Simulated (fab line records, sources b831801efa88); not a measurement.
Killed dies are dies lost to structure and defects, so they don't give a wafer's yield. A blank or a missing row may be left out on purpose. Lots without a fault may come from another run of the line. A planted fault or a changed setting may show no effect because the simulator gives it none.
Which tool did it? | flow sfq_line | 7 lots, 21 wafers sampled, at 1 step of a route of 325

WHAT THE GAUGES READ, wafer by wafer
SFQ_I4_OVL_MEAS_928.
lot  | measured     | on         | I4_OVL (nm)
L790 | day 46 05:59 | overlay-02 | 5 6 5
L792 | day 46 18:00 | overlay-01 | 4 7 1
L794 | day 50 13:30 | overlay-02 | -3 5 -3
L803 | day 55 04:42 | overlay-02 | 7 5 6
L806 | day 57 16:57 | overlay-01 | -4 -8 -8
L808 | day 57 22:57 | overlay-01 | 9 11 10
L810 | day 58 12:04 | overlay-02 | 3 10 6

WHICH TOOL RAN EACH LOT (tool, then ch and the chambers of the sampled wafers, then the start)
The record holds no process step before these readings.

THE ANSWER, worked out from the rows above alone
Rule: what is usual is taken from the lots themselves. Put in order of their means at a reading, lots are off if they are a third of the lots or fewer, leave a main group of 4 or more, and stand apart from it by a gap of 3 or more times the standard deviation of the main group's means; of several such gaps the widest counts. A main group whose means are all the same, to the digits that the tables above print for the reading, isn't used. A lot without any number at a reading at which 4 lots or more have one is off too. The other lots that the step has rows for count as sound.
No lot is off at any reading shown: from this, nothing can be told.

WHAT THE SIMULATOR HAD PUT IN
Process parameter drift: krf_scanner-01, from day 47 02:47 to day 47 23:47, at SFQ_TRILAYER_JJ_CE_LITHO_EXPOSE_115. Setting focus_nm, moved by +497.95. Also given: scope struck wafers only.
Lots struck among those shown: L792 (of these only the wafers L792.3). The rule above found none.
